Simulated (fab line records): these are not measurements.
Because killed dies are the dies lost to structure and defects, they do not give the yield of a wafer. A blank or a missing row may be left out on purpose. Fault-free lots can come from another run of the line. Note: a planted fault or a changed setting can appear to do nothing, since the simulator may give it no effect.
2 desks, one fault    flow gf180mcu    every desk sees just its own numbers, and what lay behind them comes last

## METROLOGY DESK
What the gauges read for every lot (on any tool): the sampled wafers with a number, averaged. The brackets show how far a lot's mean lies from the usual mean; more than 4 standard deviations puts the lot out of limits, marked OUT.
Columns: A = NWELL_RS at GF_VT_IMPLANT_RS_MEAS_47, usual 487.7 ohm/sq; B = HV_LDD_3_TW at GF_HV_LDD_TW_MEAS_38, usual 1428
lot   first seen here  A                 B
L512  day 8 01:18      489.1             1444
L514  day 8 15:43      486.9             1397
L515  day 8 19:39      482.6             1466
L516  day 8 23:35      486.0             1439
L517  day 9 05:41      482.5             1404
L518  day 9 11:33      481.7 (-4.3) OUT  1443
L520  day 10 10:02     487.6             1440
L528  day 12 06:03     488.9             1400
L529  day 12 13:56     485.9             1401
L530  day 12 23:28     490.1             1448
L532  day 13 12:27     486.2             1396
L533  day 13 19:40     489.0             1396
L534  day 14 01:08     487.3             1378
Finding of this desk: L518 out of limits, first seen on L518 at day 9 11:33 (NWELL_RS at GF_VT_IMPLANT_RS_MEAS_47). Within limits: L512, L514, L515, L516, L517, L520, L528, L529, L530, L532, L533, L534.

## TOOL OWNER'S DESK, implanter-02
GF_NWELL_IMPLANT_08, tool's own readings: per-lot mean of the sampled wafers with a number, covering each lot this tool ran. The brackets show how far a lot's mean lies from the usual mean; more than 4 standard deviations puts the lot out of limits, marked OUT.
Columns: A = beam_energy_keV at GF_NWELL_IMPLANT_08, usual 450.00
lot   first seen here  A
L512  day 3 16:21      450.21
L514  day 4 05:59      449.95
L515  day 4 08:15      476.21 (+99 or more) OUT
L517  day 4 17:04      476.17 (+99 or more) OUT
L518  day 4 21:11      476.02 (+99 or more) OUT
L529  day 7 08:37      449.95
L533  day 8 07:56      449.98
L534  day 8 13:16      449.97
This desk finds L515, L517, L518 out of limits, L515 being first, at day 4 08:15 (beam_energy_keV at GF_NWELL_IMPLANT_08). Within limits: L512, L514, L529, L533, L534.

## PUT TOGETHER
On L515, L517, L518, at day 4 08:15, an alarm was possible from the tool owner's desk.
On L518, the metrology desk was in a position to raise an alarm at day 9 11:33.
The metrology desk has L515, L517 on record, within its limits.
Of the lots named, all ran GF_NWELL_IMPLANT_08 on implanter-02.

## WHAT WAS PUT IN BY THE SIMULATOR
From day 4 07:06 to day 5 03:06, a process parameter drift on implanter-02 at GF_NWELL_IMPLANT_08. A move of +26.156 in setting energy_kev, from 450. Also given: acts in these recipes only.
Struck lots among those shown: L515, L517, L518.
Delay (hours) between the fault's onset and each desk's first out-of-limits reading: 1 at the tool owner's desk, 124 at the metrology desk.
